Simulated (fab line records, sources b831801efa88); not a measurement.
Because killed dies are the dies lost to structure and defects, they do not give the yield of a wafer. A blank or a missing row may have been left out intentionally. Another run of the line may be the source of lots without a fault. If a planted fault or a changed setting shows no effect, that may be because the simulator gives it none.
2 desks looking at one fault || flow sky130 || every desk sees just its own numbers, and what lay behind them comes last

THE TOOL OWNER'S DESK: cvd-w-02
The tool's own readings at SKY_VIA3_CVD_21 (deposits W, target thk 390 nm, time 117.31 s): means of the sampled wafers that have a number, for each lot that ran on this tool. The brackets show how far a lot's mean lies from the usual mean; more than 4 standard deviations puts the lot out of limits, marked OUT.
Columns: A = chamber-pressure-Torr at SKY_VIA3_CVD_21, usual 40.01 Torr; B = heater-power-w at SKY_VIA3_CVD_21, usual 790 W
{"lot": "L233", "first seen here": "day 40 10:43", "A": 40.05, "B": 754}
{"lot": "L234", "first seen here": "day 40 21:31", "A": 39.94, "B": 758}
{"lot": "L245", "first seen here": "day 43 22:54", "A": 40.07, "B": 822}
{"lot": "L253", "first seen here": "day 45 21:17", "A": "34.06 (-69) OUT", "B": 759}
{"lot": "L254", "first seen here": "day 46 09:50", "A": "34.04 (-69) OUT", "B": 764}
This desk's verdict: out of limits on L253, L254, starting with L253 at day 45 21:17 (chamber-pressure-Torr at SKY_VIA3_CVD_21). L233, L234, L245 stayed within limits.

AT THE METROLOGY DESK
Means of the sampled wafers that have a number, per lot and without regard to the tool the lot ran on: this is what the gauges read. The brackets show how far a lot's mean lies from the usual mean; more than 4 standard deviations puts the lot out of limits, marked OUT.
Columns: A = VIA3_W_RS at SKY_VIA3_RS_MEAS_22, usual 0.294 ohm/sq; B = VIA3_W_THK at SKY_VIA3_THK_MEAS_23, usual 398 nm
{"lot": "L233", "first seen here": "day 40 10:50", "A": 0.295, "B": 398}
{"lot": "L234", "first seen here": "day 40 21:38", "A": 0.296, "B": 397}
{"lot": "L236", "first seen here": "day 41 08:25", "A": 0.289, "B": 404}
{"lot": "L238", "first seen here": "day 41 22:55", "A": 0.293, "B": 399}
{"lot": "L240", "first seen here": "day 42 08:35", "A": 0.291, "B": 402}
{"lot": "L241", "first seen here": "day 42 16:53", "A": 0.289, "B": 404}
{"lot": "L244", "first seen here": "day 43 09:28", "A": 0.290, "B": 400}
{"lot": "L245", "first seen here": "day 43 23:01", "A": 0.294, "B": 396}
{"lot": "L246", "first seen here": "day 44 02:44", "A": 0.290, "B": 405}
{"lot": "L253", "first seen here": "day 45 21:25", "A": "0.324 (+5.8) OUT", "B": "358 (-5.2) OUT"}
{"lot": "L254", "first seen here": "day 46 09:57", "A": "0.322 (+5.4) OUT", "B": "364 (-4.4) OUT"}
This desk finds L253, L254 out of limits, with the earliest case on L253 at day 45 21:25 (VIA3_W_RS at SKY_VIA3_RS_MEAS_22). L233, L234, L236, L238, L240, L241, L244, L245, L246 stayed within limits.

BROUGHT TOGETHER
At day 45 21:17, on L253, L254, the tool owner's desk was in a position to raise an alarm.
L253, L254 would have let the metrology desk raise an alarm at day 45 21:25.
All the named lots went through SKY_VIA3_CVD_21 on cvd-w-02.

WHAT THE SIMULATOR HAD INSERTED
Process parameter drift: cvd-w-02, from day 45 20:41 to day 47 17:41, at SKY_VIA3_CVD_21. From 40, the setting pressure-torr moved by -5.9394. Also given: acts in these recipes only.
Struck lots among those shown: L253, L254.
Delay (hours) between the fault's onset and each desk's first out-of-limits reading: 1 at the tool owner's desk, 1 at the metrology desk.
